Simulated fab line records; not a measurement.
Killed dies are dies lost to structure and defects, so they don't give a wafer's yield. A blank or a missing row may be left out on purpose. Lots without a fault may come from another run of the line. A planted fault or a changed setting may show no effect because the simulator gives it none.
Chamber matching || flow gf180mcu || pecvd-03 running GF_V1_CVD_02: 3 sister chambers
The step deposits SiO2 from TEOS, target thk 850 nm, time 94.851 s. 14 wafers are shown with their chamber, then 7 later ones without.

== WAFERS, EACH WITH ITS CHAMBER ==
{"wafer": "L075.1", "chamber": 1, "heater_power_w (W)": 553}
{"wafer": "L075.2", "chamber": 0, "heater_power_w (W)": 664}
{"wafer": "L075.3", "chamber": 2, "heater_power_w (W)": 711}
{"wafer": "L076.2", "chamber": 0, "heater_power_w (W)": 619}
{"wafer": "L076.5", "chamber": 1, "heater_power_w (W)": 465}
{"wafer": "L076.6", "chamber": 0, "heater_power_w (W)": 648}
{"wafer": "L078.2", "chamber": 2, "heater_power_w (W)": 727}
{"wafer": "L078.4", "chamber": 0, "heater_power_w (W)": 617}
{"wafer": "L078.6", "chamber": 2, "heater_power_w (W)": 584}
{"wafer": "L081.1", "chamber": 1, "heater_power_w (W)": 594}
{"wafer": "L081.2", "chamber": 0, "heater_power_w (W)": 593}
{"wafer": "L081.6", "chamber": 1, "heater_power_w (W)": 460}
{"wafer": "L085.2", "chamber": 2, "heater_power_w (W)": 723}
{"wafer": "L085.5", "chamber": 0, "heater_power_w (W)": 509}

SIGNATURES (averages over the wafers above)
{"reading": "heater_power_w", "chamber 0": 608.33, "chamber 1": 518.00, "chamber 2": 686.25, "scatter within a chamber": 62}
Rule: for a wafer and a chamber, the distance is found by dividing, reading by reading, the gap between the wafer's reading and the chamber's mean by the reading's scatter, squaring, summing and taking the root. If the next closest chamber is less than 2 further off than the closest, the wafer can't be placed; otherwise it belongs to the closest. How the scatter is found: for the shown wafers, subtract from each reading the mean of its chamber, square and add these, divide the total by (wafers less chambers), then take the root.

== WAFERS WHOSE CHAMBER IS MISSING ==
{"wafer": "L085.6", "heater_power_w (W)": 569}
{"wafer": "L086.1", "heater_power_w (W)": 640}
{"wafer": "L086.3", "heater_power_w (W)": 590}
{"wafer": "L086.5", "heater_power_w (W)": 710}
{"wafer": "L093.2", "heater_power_w (W)": 620}
{"wafer": "L093.5", "heater_power_w (W)": 586}
{"wafer": "L093.6", "heater_power_w (W)": 649}

== THE CHAMBER EACH PASSED THROUGH ==
{"wafer": "L085.6", "from the rows above": "can't be placed: 0 or 1 or 2", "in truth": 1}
{"wafer": "L086.1", "from the rows above": "can't be placed: 0 or 2 or 1", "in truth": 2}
{"wafer": "L086.3", "from the rows above": "can't be placed: 0 or 1 or 2", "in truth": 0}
{"wafer": "L086.5", "from the rows above": "can't be placed: 2 or 0", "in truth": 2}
{"wafer": "L093.2", "from the rows above": "can't be placed: 0 or 2 or 1", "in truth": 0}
{"wafer": "L093.5", "from the rows above": "can't be placed: 0 or 1 or 2", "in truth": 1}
{"wafer": "L093.6", "from the rows above": "can't be placed: 2 or 0 or 1", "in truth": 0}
Placed correctly: 0 of 7. Can't be placed from these rows: 7 (the true chamber is among the candidates in 7). Number placed wrongly: 0.
